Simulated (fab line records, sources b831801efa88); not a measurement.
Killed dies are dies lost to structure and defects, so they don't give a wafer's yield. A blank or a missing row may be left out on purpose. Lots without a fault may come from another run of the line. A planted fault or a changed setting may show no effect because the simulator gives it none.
One fault seen from 2 desks | flow sky130 | each desk has only its own numbers; what lay behind them comes last

THE METROLOGY DESK
What the gauges read, lot by lot, whatever tool the lot ran on: means of the sampled wafers that have a number. A lot is out of limits, marked OUT, if its mean lies more than 4 standard deviations from the usual mean; the brackets give that distance.
Columns: A = NWELL_00_OVL at SKY_NWELL_OVL_MEAS_10, usual 0.6 nm; B = VT_ADJUST_HVTP_TW at SKY_VT_ADJUST_HVTP_TW_MEAS_11, usual 1357; C = VT_ADJUST_LVTN_2_TW at SKY_VT_ADJUST_LVTN_TW_MEAS_21, usual 188.2
lot  | first seen here | A    | B    | C
L904 | day 4 15:12     | -0.1 | 1356 | 188.3
L905 | day 4 17:15     | 1.7  | 1358 | 190.7
L906 | day 5 03:15     | 0.3  | 1361 | 187.3
L907 | day 5 07:42     | -0.9 | 1361 | 190.1
L908 | day 5 09:22     | -0.7 | 1360 | 187.0
L910 | day 6 01:37     | 1.1  | 1382 | 187.6
L911 | day 6 09:16     | 1.1  | 1348 | 187.5
L912 | day 6 11:30     | -1.3 | 1369 | 187.6
L914 | day 6 21:19     | -0.3 | 1364 | 189.2
L915 | day 7 08:00     | 1.7  | 1352 | 186.9
L916 | day 7 10:03     | 0.9  | 1342 | 188.3
L923 | day 9 01:45     | -0.6 | 1367 | 186.5
L924 | day 9 09:14     | 1.7  | 1338 | 190.0
L925 | day 9 14:21     | 2.5  | 1354 | 188.2
L927 | day 10 04:14    | 0.0  | 1378 | 190.3
This desk's finding: nothing out of limits on any of the 15 lots.

THE TOOL OWNER'S DESK: litho_track-04
The tool's own readings at SKY_VT_ADJUST_LVTN_COAT_13 (resist thk 1140 nm): means of the sampled wafers that have a number, for each lot that ran on this tool. A lot is out of limits, marked OUT, if its mean lies more than 4 standard deviations from the usual mean; the brackets give that distance.
Columns: A = spin_speed_rpm at SKY_VT_ADJUST_LVTN_COAT_13, usual 3000.1 rpm
lot  | first seen here | A
L905 | day 7 12:19     | 2997.8
L906 | day 7 22:01     | 2999.4
L915 | day 10 12:31    | 3001.9
L923 | day 12 11:16    | 3163.3 (+78) OUT
L924 | day 12 19:22    | 3163.6 (+78) OUT
L925 | day 13 02:31    | 3160.4 (+76) OUT
This desk's finding: out of limits on L923, L924, L925; first on L923, day 12 11:16 (spin_speed_rpm at SKY_VT_ADJUST_LVTN_COAT_13). In limits: L905, L906, L915.

PUT TOGETHER
The tool owner's desk could have raised an alarm at day 12 11:16, on L923, L924, L925.
The metrology desk saw nothing out of limits.
The metrology desk has L923, L924, L925 on record, within its limits.
Of the lots named, all ran SKY_VT_ADJUST_LVTN_COAT_13 on litho_track-04.

WHAT THE SIMULATOR HAD PUT IN
Process parameter drift: litho_track-04, from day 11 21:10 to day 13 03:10, at SKY_VT_ADJUST_LVTN_COAT_13. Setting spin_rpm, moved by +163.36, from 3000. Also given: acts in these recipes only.
Lots struck among those shown: L923, L924, L925.
Hours from the fault's start to each desk's first reading out of limits: the tool owner's desk, 14.
